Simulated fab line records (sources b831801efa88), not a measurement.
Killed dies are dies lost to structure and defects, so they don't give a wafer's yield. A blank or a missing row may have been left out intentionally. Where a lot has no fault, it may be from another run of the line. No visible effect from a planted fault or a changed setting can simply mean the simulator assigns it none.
A lot that was struck, set against a sound lot	flow gf180mcu	25 out of 602 route steps
Sound: wafers L394.2, L394.4, L394.5. Wafers struck: L385.4, L385.5, L385.6. The cause comes at the end.
Order at every step that has rows: each side's tool, ch and its chambers, its first start. Under that, the readings that differ: sound wafers	struck wafers	difference of the means	sigmas: that difference in standard deviations of wafers without a fault.
alike: readings with means less than 2 such deviations apart, plus words and numbers identical on both sides. not compared: withheld readings, readings lacking a value on some wafer, bounds such as >300 that could conceal the same value, and numbers that have no deviation in the record and whose values overlap.
Wherever a step has rows on one side only, a row that says differs or no value, or a row with sigmas, the two part there. Numbers that have no deviation but don't overlap get no sigmas and don't part them. A reading that every wafer of one side lacks parts them only if that side has two wafers or more.

first, 1 step without rows for these wafers: GF_VT_IMPLANT_IMPLANT_19.
GF_VT_IMPLANT_STRIP_20: strips in O2/N2.
  sound on plasma_asher-03 ch 0,1, day 10 01:50; struck on plasma_asher-04 ch 0,1, day 7 15:44
reading	sound	struck	difference	sigmas
drypump_motor_current_A (A)	6.6 6.5 6.6	5.6 5.2 5.6	-1.1	-2
  alike: chamber_pressure_mTorr, heater_power_w, n2_flow_sccm, oes_product_au, strip_time_to_endpoint_s
  not compared: rf_hours_counter_h
GF_VT_IMPLANT_TW_MEAS_21:
  struck on film_metro-01, day 7 15:50; sound on film_metro-03, day 10 01:57
  alike: VT_IMPLANT_2_TW
then, 7 steps without rows for these wafers: GF_VT_IMPLANT_DEHYDRATE_22 (time 60 s); GF_VT_IMPLANT_HMDS_23 (prime time 60 s); GF_VT_IMPLANT_COAT_24 (resist thk 1000 nm); GF_VT_IMPLANT_SOFTBAKE_25 (time 60 s); GF_VT_IMPLANT_EXPOSE_26 (exposes mask LVPWELL HV AREA, target cd 860 nm); GF_VT_IMPLANT_PEB_27; GF_VT_IMPLANT_DEVELOP_28 (develop time 60 s).
GF_VT_IMPLANT_OVL_MEAS_29:
  struck on overlay-01, day 8 07:57; sound on overlay-02, day 10 19:40
  alike: VT_IMPLANT_02_OVL
after that, 1 step had no rows for these wafers: GF_VT_IMPLANT_IMPLANT_30.
GF_VT_IMPLANT_STRIP_31: strips in O2/N2.
  sound on plasma_asher-03 ch 0,1, day 10 19:50; struck on plasma_asher-01 ch 0,1, day 8 08:09
  no value came back on the struck wafers for any of 6 readings (chamber_pressure_mTorr (mTorr), drypump_motor_current_A (A) and others); on the sound wafers chamber_pressure_mTorr (mTorr) reads 1498.6 1497.6 1499.7
reading	sound	struck	difference	sigmas
model.NOVOLAK_of_VT_IMPLANT_COAT_24.thk_nm (nm)	0 0 0	995.8 998.1 998.7	+997.5	
  not compared: rf_hours_counter_h
GF_VT_IMPLANT_TW_MEAS_32:
  struck on film_metro-02, day 8 08:15; sound on film_metro-03, day 10 19:57
reading	sound	struck	difference	sigmas
VT_IMPLANT_3_TW	272.2 272.0 272.3	267.8 265.7 266.5	-5.5	-3
then, 7 steps without rows for these wafers: GF_VT_IMPLANT_DEHYDRATE_33 (time 60 s); GF_VT_IMPLANT_HMDS_34 (prime time 60 s); GF_VT_IMPLANT_COAT_35 (resist thk 1000 nm); GF_VT_IMPLANT_SOFTBAKE_36 (time 60 s); GF_VT_IMPLANT_EXPOSE_37 (exposes mask Nwell HV AREA, target cd 860 nm); GF_VT_IMPLANT_PEB_38; GF_VT_IMPLANT_DEVELOP_39 (develop time 60 s).
GF_VT_IMPLANT_OVL_MEAS_40:
  struck on overlay-01, day 9 00:35; sound on overlay-02, day 11 13:49
  alike: VT_IMPLANT_03_OVL
after that, 1 step had no rows for these wafers: GF_VT_IMPLANT_IMPLANT_41.
GF_VT_IMPLANT_STRIP_42: strips in O2/N2.
  sound on plasma_asher-01 ch 0,1, day 11 14:00; struck on plasma_asher-01 ch 0,1, day 9 00:47
reading	sound	struck	difference	sigmas
strip_time_to_endpoint_s (s)	12.72 12.69 12.71	27.53 27.56 27.58	+14.85	+99 or more
  alike: chamber_pressure_mTorr, drypump_motor_current_A, heater_power_w, n2_flow_sccm, oes_product_au
  not compared: rf_hours_counter_h
GF_VT_IMPLANT_TW_MEAS_43:
  struck on film_metro-01, day 9 01:06; sound on film_metro-02, day 11 14:07
reading	sound	struck	difference	sigmas
VT_IMPLANT_4_TW	684 685 685	30 30 30	-655	-96
  not compared: hold

## WHERE THEY PART
At GF_VT_IMPLANT_STRIP_20 first; at GF_VT_IMPLANT_TW_MEAS_43 last (within this record only).

WHY: the cause the simulator had injected
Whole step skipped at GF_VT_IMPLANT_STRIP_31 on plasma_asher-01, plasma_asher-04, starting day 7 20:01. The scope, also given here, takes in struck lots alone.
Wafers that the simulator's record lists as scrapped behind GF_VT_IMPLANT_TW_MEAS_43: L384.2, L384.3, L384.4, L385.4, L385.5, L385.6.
